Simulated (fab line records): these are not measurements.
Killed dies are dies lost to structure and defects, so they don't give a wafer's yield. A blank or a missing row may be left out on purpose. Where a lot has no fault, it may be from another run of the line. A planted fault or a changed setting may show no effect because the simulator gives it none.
The tool behind it: which one? | flow sky130 | 12 lots with 36 wafers sampled at 5 steps, on a route of 708 steps

WHAT THE GAUGES SHOWED, per wafer
SKY_METAL4_CD_MEAS_13: target cd 300 nm. Usual: cdNm at 299.8 nm, with a standard deviation of 1.3.
lot  | measured     | on       | cdNm (nm)         | flag
L632 | day 41 18:05 | cdSem-01 | 299.5 299.5 299.4 | 
L634 | day 42 08:53 | cdSem-01 | 299.0 298.3 297.5 | 
L637 | day 43 00:50 | cdSem-02 | 301.3 303.1 302.0 | 
L638 | day 43 04:35 | cdSem-02 | 301.7 301.3 301.1 | 
L640 | day 43 23:50 | cdSem-02 | 298.5 298.4 297.7 | 
L645 | day 45 08:52 | cdSem-01 | 299.6 299.1 299.9 | 
L651 | day 46 21:46 | cdSem-01 | 299.7 301.5 299.4 | 
L653 | day 46 23:17 | cdSem-02 | 297.5 298.9 299.9 | 
L654 | day 47 07:08 | cdSem-02 | 300.0 300.4 300.5 | 
L655 | day 47 09:29 | cdSem-02 | 298.9 298.2 299.9 | 

SKY_VIA4_RS_MEAS_19: measurement is done with a four-point probe. Usual: VIA4_W_RS 0.2278 ohm/sq, standard deviation 0.0024.
lot  | measured     | on           | VIA4_W_RS (ohm/sq)   | flag
L632 | day 42 19:37 | filmMetro-01 | 0.2302 0.2233 0.2288 | 
L634 | day 43 10:17 | filmMetro-02 | 0.2283 0.2251 0.2293 | 
L637 | day 44 02:22 | filmMetro-02 | 0.2236 0.2253 0.2242 | 
L638 | day 44 06:32 | filmMetro-01 | 0.2280 0.2299 0.2307 | 
L640 | day 45 00:17 | filmMetro-01 | 0.2294 0.2275 0.2260 | 
L645 | day 46 08:23 | filmMetro-04 | 0.2287 0.2294 0.2275 | 
L651 | day 47 19:34 | filmMetro-01 | 0.2253 0.2280 0.2277 | 
L653 | day 47 20:34 | filmMetro-02 | 0.2273 0.2268 0.2282 | 
L654 | day 48 05:00 | filmMetro-01 | 0.2285 0.2309 0.2297 | 
L655 | day 48 06:49 | filmMetro-01 | 0.2315 0.2254 0.2307 | 

SKY_METAL5_THK_MEAS_06: measures by xrf. Usual: METAL5_ALCU_THK 1159 nm, standard deviation 10.
lot  | measured     | on           | METAL5_ALCU_THK (nm) | flag
L632 | day 42 20:28 | filmMetro-03 | 1148 1160 1160       | 
L634 | day 43 11:10 | filmMetro-04 | 1157 1144 1145       | 
L637 | day 44 03:10 | filmMetro-04 | 1152 1145 1162       | 
L638 | day 44 07:17 | filmMetro-01 | 1169 1163 1159       | 
L640 | day 45 01:04 | filmMetro-03 | 1156 1150 1166       | 
L645 | day 46 09:24 | filmMetro-03 | 1160 1153 1151       | 
L651 | day 47 20:19 | filmMetro-03 | 1156 1158 1154       | 
L653 | day 47 21:20 | filmMetro-04 | 1155 1147 1158       | 
L654 | day 48 05:46 | filmMetro-01 | 1168 1164 1181       | 
L655 | day 48 07:35 | filmMetro-03 | 1162 1166 1158       | 

EACH LOT AND THE TOOL THAT RAN IT (in order: tool; ch and the chambers of the sampled wafers; start)
lot  | SKY_CONTACT_ETCH_18               | SKY_CONTACT_STRIP_19
L632 | rieDiel-01 ch 1,2,3, day 31 12:00 | plasmaAsher-04 ch 0,1, day 31 12:22
L634 | rieDiel-04 ch 0,2,3, day 32 10:00 | plasmaAsher-03 ch 0,1, day 32 10:07
L637 | rieDiel-01 ch 0,1,3, day 33 01:00 | plasmaAsher-03 ch 0, day 33 02:02
L638 | rieDiel-01 ch 2,3, day 33 07:00   | plasmaAsher-04 ch 0,1, day 33 07:43
L640 | rieDiel-01 ch 0,2,3, day 34 04:00 | plasmaAsher-02 ch 0,1, day 34 04:28
L641 | rieDiel-01 ch 0,1,2, day 34 08:00 | plasmaAsher-03 ch 0,1, day 34 08:20
L642 | rieDiel-04 ch 0,1,2, day 34 19:00 | plasmaAsher-02 ch 0,1, day 34 19:26
L645 | rieDiel-01 ch 1,2,3, day 35 18:00 | plasmaAsher-03 ch 0,1, day 35 18:41
L651 | rieDiel-01 ch 1,2,3, day 37 17:00 | plasmaAsher-04 ch 0,1, day 37 17:05
L653 | rieDiel-03 ch 0,1,3, day 37 20:00 | plasmaAsher-02 ch 0,1, day 37 20:16
L654 | rieDiel-01 ch 0,3, day 38 04:00   | plasmaAsher-02 ch 0,1, day 38 04:53
L655 | rieDiel-01 ch 2,3, day 38 11:00   | plasmaAsher-03 ch 0,1, day 38 11:07
- SKY_CONTACT_ETCH_18: etches Si3N4 in CHF3/O2, stops on TiN, time 39 s, target depth 75 nm.
- SKY_CONTACT_STRIP_19: strips in O2/N2.

WHAT THE TOOLS THEMSELVES READ (means of the sampled wafers that have a number; where no wafer has one, the mark that the record gives instead)
SKY_CONTACT_ETCH_18. Usual: O2_flow_sccm 4.999 sccm, standard deviation 0.015; biasW 200.0 W, standard deviation 0.64; drypumpMotorCurrentA 5.9 A, standard deviation 0.45; oesProductAu 0.854 a.u., standard deviation 0.007; rfFwdPowerW 593.4 W, standard deviation 2.3; throttleValvePct 8.792 %, standard deviation 0.0089.
lot  | tool       | O2_flow_sccm (sccm) | biasW (W) | drypumpMotorCurrentA (A) | oesProductAu (a.u.) | rfFwdPowerW (W) | throttleValvePct (%) | flag
L632 | rieDiel-01 | 4.988               | 200.0     | 5.7                      | 0.856               | 594.3           | 8.789                | 
L634 | rieDiel-04 | 5.003               | 199.5     | 5.6                      | 0.854               | 593.0           | 8.793                | 
L637 | rieDiel-01 | 4.982               | 199.8     | 5.9                      | 0.864               | 592.7           | 8.792                | 
L638 | rieDiel-01 | 4.990               | 200.7     | 5.8                      | 0.856               | 591.8           | 8.798                | 
L640 | rieDiel-01 | 4.994               | 200.0     | 6.0                      | 0.854               | 593.0           | 8.792                | 
L641 | rieDiel-01 | -                   | -         | -                        | -                   | -               | -                    | OFF
L642 | rieDiel-04 | -                   | -         | -                        | -                   | -               | -                    | OFF
L645 | rieDiel-01 | 5.004               | 199.5     | 5.7                      | 0.857               | 593.1           | 8.785                | 
L651 | rieDiel-01 | 5.005               | 199.8     | 5.7                      | 0.854               | 593.0           | 8.794                | 
L653 | rieDiel-03 | 4.993               | 201.1     | 5.8                      | 0.853               | 593.7           | 8.798                | 
L654 | rieDiel-01 | 4.994               | 199.7     | 6.1                      | 0.853               | 592.6           | 8.790                | 
L655 | rieDiel-01 | 5.014               | 200.1     | 5.8                      | 0.852               | 594.0           | 8.788                | 

SKY_CONTACT_STRIP_19. Usual: drypumpMotorCurrentA 5.3 A, standard deviation 0.46; oesProductAu 0.381 a.u., standard deviation 0.0046; stripTimeToEndpointS 3.61 s, standard deviation 0.031.
lot  | tool           | drypumpMotorCurrentA (A) | oesProductAu (a.u.) | stripTimeToEndpointS (s) | flag
L632 | plasmaAsher-04 | 5.4                      | 0.382               | 3.62                     | 
L634 | plasmaAsher-03 | 5.4                      | 0.380               | 3.60                     | 
L637 | plasmaAsher-03 | 6.1                      | 0.382               | 3.65                     | 
L638 | plasmaAsher-04 | 5.3                      | 0.382               | 3.59                     | 
L640 | plasmaAsher-02 | 4.8                      | 0.382               | 3.57                     | 
L641 | plasmaAsher-03 | 5.4                      | 0.423               | 4.50                     | OFF
L642 | plasmaAsher-02 | 4.8                      | 0.416               | 4.50                     | OFF
L645 | plasmaAsher-03 | 5.4                      | 0.381               | 3.62                     | 
L651 | plasmaAsher-04 | 5.4                      | 0.381               | 3.59                     | 
L653 | plasmaAsher-02 | 4.9                      | 0.380               | 3.62                     | 
L654 | plasmaAsher-02 | 4.8                      | 0.375               | 3.57                     | 
L655 | plasmaAsher-03 | 5.4                      | 0.382               | 3.63                     | 

THE ANSWER, worked out from the rows above alone
Rule: a lot is off if the mean of its wafers that have a number lies more than 3 standard deviations from the usual mean. A lot without any number at a reading at which 4 lots or more have one is off too. Any other lot the step has rows for is counted as sound. Order of review: gauges by route order, followed by the tools' own readings, for which a lot's mean as printed above is used. At the first step where some lot is off, the reading lying furthest off is the one used; lots without a number count as furthest.
Off: L641, L642, at SKY_CONTACT_ETCH_18 (O2_flow_sccm). Without a number there: L641, L642.
If a tool, at that step or one of the process steps before it, ran each lot that is off and ran no sound lot following the first of them, it fits. Not one of the candidates tried fits.

WHAT WAS PUT IN BY THE SIMULATOR
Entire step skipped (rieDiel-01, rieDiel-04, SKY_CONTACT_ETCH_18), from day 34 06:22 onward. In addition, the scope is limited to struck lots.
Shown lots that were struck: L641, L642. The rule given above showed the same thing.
